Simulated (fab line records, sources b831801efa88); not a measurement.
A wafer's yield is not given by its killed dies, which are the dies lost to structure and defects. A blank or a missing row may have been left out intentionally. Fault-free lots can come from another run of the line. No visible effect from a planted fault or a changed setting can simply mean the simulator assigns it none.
fab line records	flow sky130
record: lots: 14	wafers: 42	last-day: 50
route steps=708 shown SONOS_ONO@171 POLY_GATE@228 LDD_HVP@282
lots that met no fault: taken from a fault-free run of the same line
start-h: start of the lot's first displayed wafer, in hours after the record's first day	wait-h: time in hours since the lot's previous step	" repeats the value in the row above	L1.1+2: several wafers, shown together as one row	- either no value or no given start	* or withheld: withheld	< > ~ a bound
route shown NAME@n: names a module that has steps shown in the file, with the first one's number in the route	usual: the fault-free wafers' mean and standard deviation	same: alike in all rows	chamber/n: place in a boat	sites: the reading at each site	_std_site: standard deviation of those values	_edge_site: outer sites' mean less inner sites'	radius-mm: how far each site lies from the wafer's centre	mask NAME#n: copy n	behind: tool/chamber where the wafer was last shaped	hold: reason for holding the lot/hours on hold/outcome of the hold	device: transistor that didn't switch, given as n, p or np	end of line: tests run on the same wafers once the route is complete	a step with no rows: only its recipe	killed: the dies lost at the first sort to structure and to defects; this is not the yield of the wafer	map: dies across one wafer; x = killed, . = not, _ = none there
set.NAME: the setting that was run; set.NAME@STEP: the one run at that earlier step	model.NAME: the simulator's own value behind a step, which no gauge read
route steps across a sampled set of lots; one table per step, one row per wafer
services: a tool's chamber out of use, with start hour (start-h, from the record's first day; less than 0 if before it), hours out, and reason
== steps ==
step: SKY_SONOS_ONO_THK_MEAS_03
recipe: reads: Si3N4_of_SONOS_ONO_CVD_02
usual: SONOS_ONO_CVD_02_THK: 10.44/0.14
lot.wafer	tool	chamber	start-h	wait-h	SONOS_ONO_CVD_02_THK[nm]
L919.3	film-metro-03	-	251.79	0.0	10.42
L919.4	"	-	"	"	10.43
L919.5	"	-	"	"	10.48
L920.3	film-metro-02	-	260.99	0.0	10.57
L920.4	"	-	"	"	10.62
L920.6	"	-	"	"	10.78
L921.1	film-metro-02	-	277.50	0.0	10.63
L921.2	"	-	"	"	10.61
L921.3	"	-	"	"	10.48
L924.4	film-metro-04	-	296.03	0.0	10.63
L924.5	"	-	"	"	10.63
L924.6	"	-	"	"	10.77
L925.2	film-metro-04	-	302.42	0.0	10.58
L925.5	"	-	"	"	10.59
L925.6	"	-	"	"	10.51
L926.2	film-metro-04	-	317.66	0.0	10.36
L926.4	"	-	"	"	10.37
L926.6	"	-	"	"	10.43
L927.3	film-metro-03	-	320.50	0.0	10.33
L927.5	"	-	"	"	10.31
L927.6	"	-	"	"	10.31
L928.3	film-metro-02	-	327.69	0.0	10.27
L928.5	"	-	"	"	10.25
L928.6	"	-	"	"	10.19
L929.1	film-metro-03	-	331.86	0.0	10.48
L929.4	"	-	"	"	10.40
L929.6	"	-	"	"	10.50
L930.2	film-metro-04	-	342.27	0.0	10.38
L930.3	"	-	"	"	10.27
L930.6	"	-	"	"	10.14
L932.2	film-metro-04	-	359.03	0.0	10.52
L932.3	"	-	"	"	10.34
L932.6	"	-	"	"	10.38
L939.2	film-metro-04	-	412.03	0.0	10.24
L939.5	"	-	"	"	10.23
L939.6	"	-	"	"	10.26
L940.2	film-metro-03	-	417.43	0.0	10.39
L940.5	"	-	"	"	10.47
L940.6	"	-	"	"	10.36
L941.1	film-metro-03	-	429.64	0.0	10.61
L941.2	"	-	"	"	10.58
L941.6	"	-	"	"	10.79
step: SKY_SONOS_ONO_OVL_MEAS_14
usual: SONOS_ONO_OVL: 0.5/1.4
lot.wafer	tool	chamber	start-h	wait-h	SONOS_ONO_OVL[nm]
L919.3	overlay-01	-	276.53	0.1	-0.1
L919.4	"	-	"	"	-0.3
L919.5	"	-	"	"	0.1
L920.3	overlay-01	-	286.20	0.1	-2.4
L920.4	"	-	"	"	-0.2
L920.6	"	-	"	"	1.2
L921.1	overlay-01	-	303.82	0.1	-1.8
L921.2	"	-	"	"	-1.4
L921.3	"	-	"	"	0.4
L924.4	overlay-01	-	322.94	0.1	-2.0
L924.5	"	-	"	"	0.3
L924.6	"	-	"	"	-2.5
L925.2	overlay-01	-	330.14	0.1	0.9
L925.5	"	-	"	"	2.5
L925.6	"	-	"	"	0.3
L926.2	overlay-01	-	345.84	0.1	0.9
L926.4	"	-	"	"	0.7
L926.6	"	-	"	"	0.2
L927.3	overlay-01	-	347.86	0.1	0.6
L927.5	"	-	"	"	0.0
L927.6	"	-	"	"	2.9
L928.3	overlay-01	-	356.16	0.1	3.2
L928.5	"	-	"	"	0.7
L928.6	"	-	"	"	2.5
L929.1	overlay-02	-	360.27	0.1	-0.5
L929.4	"	-	"	"	-0.1
L929.6	"	-	"	"	0.2
L930.2	overlay-01	-	374.03	0.1	2.4
L930.3	"	-	"	"	2.5
L930.6	"	-	"	"	3.3
L932.2	overlay-01	-	388.81	0.1	-0.3
L932.3	"	-	"	"	2.0
L932.6	"	-	"	"	1.6
L939.2	overlay-01	-	443.91	0.1	-1.9
L939.5	"	-	"	"	0.3
L939.6	"	-	"	"	-0.8
L940.2	overlay-01	-	450.03	0.1	-1.0
L940.5	"	-	"	"	2.2
L940.6	"	-	"	"	0.9
L941.1	overlay-01	-	462.52	0.1	2.4
L941.2	"	-	"	"	1.2
L941.6	"	-	"	"	-1.0
step: SKY_POLY_GATE_OVL_MEAS_14
usual: POLY_GATE_OVL: 1/5.7
lot.wafer	tool	chamber	start-h	wait-h	POLY_GATE_OVL[nm]
L919.3	overlay-01	-	363.28	0.1	3
L919.4	"	-	"	"	-7
L919.5	"	-	"	"	3
L920.3	overlay-02	-	375.28	0.1	-9
L920.4	"	-	"	"	-1
L920.6	"	-	"	"	-1
L921.1	overlay-01	-	396.87	0.1	3
L921.2	"	-	"	"	1
L921.3	"	-	"	"	3
L924.4	overlay-02	-	416.49	0.1	5
L924.5	"	-	"	"	5
L924.6	"	-	"	"	-7
L925.2	overlay-01	-	427.66	0.1	-4
L925.5	"	-	"	"	-12
L925.6	"	-	"	"	2
L926.2	overlay-01	-	441.48	0.1	6
L926.4	"	-	"	"	-3
L926.6	"	-	"	"	4
L927.3	overlay-02	-	447.08	0.1	5
L927.5	"	-	"	"	14
L927.6	"	-	"	"	7
L928.3	overlay-01	-	453.33	0.1	-4
L928.5	"	-	"	"	-5
L928.6	"	-	"	"	-9
L929.1	overlay-01	-	459.65	0.1	7
L929.4	"	-	"	"	2
L929.6	"	-	"	"	16
L930.2	overlay-02	-	470.83	0.1	-7
L930.3	"	-	"	"	3
L930.6	"	-	"	"	-2
L932.2	overlay-02	-	490.13	0.1	8
L932.3	"	-	"	"	-2
L932.6	"	-	"	"	1
L939.2	overlay-01	-	543.28	0.1	-4
L939.5	"	-	"	"	-8
L939.6	"	-	"	"	-6
L940.2	overlay-02	-	548.41	0.1	3
L940.5	"	-	"	"	0
L940.6	"	-	"	"	-7
L941.1	overlay-02	-	560.77	0.1	7
L941.2	"	-	"	"	2
L941.6	"	-	"	"	-3
step: SKY_LDD_HVP_EXPOSE_04
recipe: mask-id: HVPTM	na: 0.6	source-shape: conventional	sigma-outer: 0.6	polarization: unpolarized	target-cd-nm: 700	dose-mj: 86
usual: exposure-dose-mJ-cm2: 85.99/0.078	focus-offset-nm: -0.1/0.52
lot.wafer	tool	chamber	start-h	wait-h	mask	exposure-dose-mJ-cm2	focus-offset-nm
L919.3	iline-stepper-01	0	474.59	-	HVPTM#0	85.98	-0.2
L919.4	"	0	"	"	HVPTM#0	85.90	-1.1
L919.5	"	0	"	"	HVPTM#0	85.94	-0.2
L920.3	iline-stepper-02	0	485.49	-	HVPTM#0	86.09	-0.1
L920.4	"	0	"	"	HVPTM#0	86.13	-0.1
L920.6	"	0	"	"	HVPTM#0	86.07	0.1
L921.1	iline-stepper-02	0	509.45	-	HVPTM#0	85.88	0.2
L921.2	"	0	"	"	HVPTM#0	86.01	-0.4
L921.3	"	0	"	"	HVPTM#0	85.98	-0.1
L924.4	iline-stepper-02	0	527.78	-	HVPTM#0	86.20	1.0
L924.5	"	0	"	"	HVPTM#0	86.06	0.6
L924.6	"	0	"	"	HVPTM#0	86.06	-0.1
L925.2	iline-stepper-01	0	540.65	-	HVPTM#0	86.02	-1.0
L925.5	"	0	"	"	HVPTM#0	86.01	0.0
L925.6	"	0	"	"	HVPTM#0	86.03	0.0
L926.2	iline-stepper-01	0	554.32	-	HVPTM#0	85.85	0.2
L926.4	"	0	"	"	HVPTM#0	86.00	-0.7
L926.6	"	0	"	"	HVPTM#0	85.93	0.3
L927.3	iline-stepper-01	0	557.09	-	HVPTM#0	86.02	-0.2
L927.5	"	0	"	"	HVPTM#0	85.93	-0.9
L927.6	"	0	"	"	HVPTM#0	85.90	-0.9
L928.3	iline-stepper-02	-	563.21	-	HVPTM#0	-	-
L928.5	"	-	"	"	HVPTM#0	-	-
L928.6	"	-	"	"	HVPTM#0	-	-
L929.1	iline-stepper-02	-	569.78	-	HVPTM#0	-	-
L929.4	"	-	"	"	HVPTM#0	-	-
L929.6	"	-	"	"	HVPTM#0	-	-
L930.2	iline-stepper-02	0	580.57	-	HVPTM#0	85.96	0.1
L930.3	"	0	"	"	HVPTM#0	85.96	0.1
L930.6	"	0	"	"	HVPTM#0	85.93	0.0
L932.2	iline-stepper-02	0	598.97	-	HVPTM#0	85.89	0.5
L932.3	"	0	"	"	HVPTM#0	85.83	0.0
L932.6	"	0	"	"	HVPTM#0	86.00	0.5
L939.2	iline-stepper-01	0	648.90	-	HVPTM#0	85.98	0.6
L939.5	"	0	"	"	HVPTM#0	85.92	0.4
L939.6	"	0	"	"	HVPTM#0	85.85	0.5
L940.2	iline-stepper-01	0	655.40	-	HVPTM#0	85.93	0.1
L940.5	"	0	"	"	HVPTM#0	85.90	-0.6
L940.6	"	0	"	"	HVPTM#0	86.00	-0.6
L941.1	iline-stepper-01	0	666.05	-	HVPTM#0	85.96	-0.7
L941.2	"	0	"	"	HVPTM#0	86.03	-0.5
L941.6	"	0	"	"	HVPTM#0	85.97	-0.3
== services ==
tool	chamber	start-h	hours	kind
iline-stepper-01	-	506.66	2.1	pm
iline-stepper-01	-	508.74	-	consumable-replace:lamp
iline-stepper-01	-	515.34	1.7	pm
iline-stepper-02	0	530.27	-	calibration
iline-stepper-02	-	553.71	1.7	pm
iline-stepper-02	-	559.40	3.5	repair
iline-stepper-02	-	615.61	3.6	repair
iline-stepper-01	0	646.14	-	calibration
== key ==
first-sign: step: SKY_LDD_HVP_EXPOSE_04	reading: tool-record	direction: missing
effect none on later readings
met-at SKY_LDD_HVP_EXPOSE_04
struck-lots L928,L929
sort-left-out L928.3,L928.5,L928.6,L929.1,L929.4,L929.6
tester-left-out L928,L929
not-acting-at SKY_SONOS_ONO_THK_MEAS_03,SKY_SONOS_ONO_OVL_MEAS_14,SKY_POLY_GATE_OVL_MEAS_14
onset-between 527.78 563.21
fault: kind: skipped-step-whole	tool: iline-stepper-02	chamber: -	onset-h: 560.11	steps: SKY_LDD_HVP_EXPOSE_04	scope: struck-lots-only
tester-left-out: of these lots the tester's yield and bins aren't shown, on N5 and GAA mostly nor the transistor test; their killed dies are dies lost to structure and defects alone, not to doping, threshold or leakage, so they don't give the yield
sort-left-out: the simulated sort isn't trusted on such a fault, so these wafers' sort isn't shown, and their yield isn't known
